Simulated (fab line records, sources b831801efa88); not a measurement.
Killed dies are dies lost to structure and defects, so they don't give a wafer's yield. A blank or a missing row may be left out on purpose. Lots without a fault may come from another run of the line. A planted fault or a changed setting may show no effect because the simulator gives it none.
Problem report in the 8D (eight disciplines) form, filled by code | flow gf180mcu | the parts of the form that need people (team, actions taken, sign-off) are left out

1. THE PROBLEM
SAB_CVD_00_THK at GF_SAB_THK_MEAS_01 reads a mean of 43.3 nm on 6 wafers of 2 lots; wafers without a fault read 50.0 nm with a standard deviation of 0.64. That is -10 standard deviations from the usual mean.
First seen on wafer L442.1, day 19 20:40, on film_metro-04. The record holds 39 wafers of 13 lots with a number at this step. Rule for "out", or "out of limits": more than 4 standard deviations from the usual mean. The other wafers with a number count as sound.

2. WHAT IT IS AND WHAT IT IS NOT
question                    | is                     | is not
which readings at this step | SAB_CVD_00_THK         | -
which lots                  | L442, L443             | L427, L428, L430, L431, L432, L434, L444, L445, L446, L447, L449
which wafers of those lots  | all that have a number | -
read on which gauges        | film_metro-04          | film_metro-01, film_metro-03
when                        | from day 19 20:40      | up to then (18 sound wafers); but 15 sound wafers of L444, L445, L446, L447, L449 came after

3. SUSPECTS, AND WHAT RULES EACH OUT
Counting: a tool at a process step up to the reading stays a suspect if it ran every lot that is out and no sound lot after the first of them.
- the gauge at GF_SAB_THK_MEAS_01: kept. All the wafers that are out were read on film_metro-04, and no step on other tools shows them out.
- pecvd-01 at GF_SAB_CVD_00 (deposits SiO2 from TEOS, target thk 50 nm, time 4.9302 s): kept. It ran every lot that is out, first L442 (day 19 20:39), and no sound lot after that; its last sound lot up to then is L434 (day 16 14:28).
Left after counting: pecvd-01 at GF_SAB_CVD_00, film_metro-04 at GF_SAB_THK_MEAS_01.

4. THE CAUSE (what the simulator had put in)
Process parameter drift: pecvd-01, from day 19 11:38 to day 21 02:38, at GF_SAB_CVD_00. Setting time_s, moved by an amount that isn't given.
Counting left 2 suspects, and this tool is among them.

5. THE CHAIN OF EFFECTS, in route order
Each row: a reading whose mean over the struck wafers that have a number lies more than 3 standard deviations from the usual. Only readings for which the record gives a usual standard deviation are gone through. hours: the time from each lot's start at the first step in this table that gives one to its start at this step, as a median over the lots. sigmas: the change in usual standard deviations.
hours | step               | reading        | usual   | on struck wafers | change | sigmas
0     | GF_SAB_THK_MEAS_01 | SAB_CVD_00_THK | 50.0 nm | 43.3             | -6.7   | -10
Later measuring or inspecting steps at which every struck wafer that the step has a row for has a number for every such reading, and none has moved that far: GF_M4_RS_MEAS_05.

6. WHAT WOULD HAVE CAUGHT IT SOONER
In this record the first reading out of limits at a measuring or inspecting step was taken at day 19 20:40, 9 hours after the fault began at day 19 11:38.
Of the tool readings at GF_SAB_CVD_00 for which the record gives a usual standard deviation, none was out on any struck wafer, so an alarm limit of 4 standard deviations on them would not have fired.
Of the lots that are out (2), L443 began GF_SAB_CVD_00 on pecvd-01 after day 19 20:40. A hold on the tool at that time would have spared it.
